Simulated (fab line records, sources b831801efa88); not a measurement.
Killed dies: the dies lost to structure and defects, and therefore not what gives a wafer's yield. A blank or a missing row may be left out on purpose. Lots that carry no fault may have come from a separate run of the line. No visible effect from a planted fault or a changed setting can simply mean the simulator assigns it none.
Struck lot and sound lot, side by side    flow sky130    14 out of 708 route steps
Sound: the wafers L336.1, L336.2, L336.3. Wafers L345.2, L345.4, L345.6 were the ones struck. The cause comes at the end.
Per side, at each step with rows, come the tool, then ch with its chambers, and then its first start. Under that, the readings that differ: sound wafers    struck wafers    difference of the means    sigmas: that difference in standard deviations of wafers without a fault.
alike: readings whose means differ by less than 2 such deviations, and words and numbers that are the same on both sides. not compared: withheld readings, readings that some wafer has no value for, bounds like >300 that may hide the same value, and numbers for which the record gives no deviation and whose values overlap.
The two part at a step that has a row with sigmas, a row that says differs or no value, or rows on one side only. Numbers that have no deviation but don't overlap get no sigmas and don't part them. A reading that every wafer of one side lacks parts them only if that side has two wafers or more.

first, 1 step without rows for these wafers: SKY_GATE_OXIDE_WET_ETCH_12 (etches SiO2 in dHF, target depth 16.8 nm, time 336 s).
SKY_GATE_OXIDE_STRIP_13: strips in O2/N2.
  sound on plasma asher-03 ch 0,1, day 14 02:24; struck on plasma asher-03 ch 0,1, day 17 10:44
  alike: drypump motor current A, oes product au, strip time to endpoint s
  not compared: rf hours counter h
SKY_GATE_OXIDE_TW_MEAS_14:
  sound on film metro-01 at day 14 02:30; struck on film metro-01 at day 17 10:51
  alike: GATE_OXIDE_TW
then, 3 steps without rows for these wafers: SKY_GATE_OXIDE_CLEAN_15 (cleans in SC1/SC2, time 150 s); SKY_GATE_OXIDE_OXIDATION_16 (stabilise 600 s, purge 300 s, target thk 3.57 nm); SKY_POLY_GATE_CVD_00 (deposits poly-Si, target thk 180 nm, time 720 s).
SKY_POLY_GATE_THK_MEAS_01:
  sound on film metro-01 at day 14 06:28; struck on film metro-04 at day 17 15:53
  alike: POLY_GATE_CVD_00_THK
then, 5 steps without rows for these wafers: SKY_RES_PROTECT_DEHYDRATE_00 (time 60 s); SKY_RES_PROTECT_HMDS_01 (prime time 60 s); SKY_RES_PROTECT_COAT_02 (resist thk 1140 nm); SKY_RES_PROTECT_SOFTBAKE_03 (time 60 s); SKY_RES_PROTECT_EXPOSE_04 (exposes mask RPM, target cd 1270 nm).
SKY_RES_PROTECT_PEB_05:
  struck on litho track-04, day 18 21:02; sound on litho track-03 ch 0, day 15 08:47
reading          sound           struck  difference                     sigmas
exhaust pa (Pa)  45.8 47.1 46.8  - - -   no value on the struck wafers  
  not compared: chill plate temp C
then, 1 step without rows for these wafers: SKY_RES_PROTECT_DEVELOP_06 (develop time 60 s).

== WHERE THEY PART ==
At SKY_RES_PROTECT_PEB_05 and nowhere else, as far as this record goes.

WHY: what had been put in by the simulator
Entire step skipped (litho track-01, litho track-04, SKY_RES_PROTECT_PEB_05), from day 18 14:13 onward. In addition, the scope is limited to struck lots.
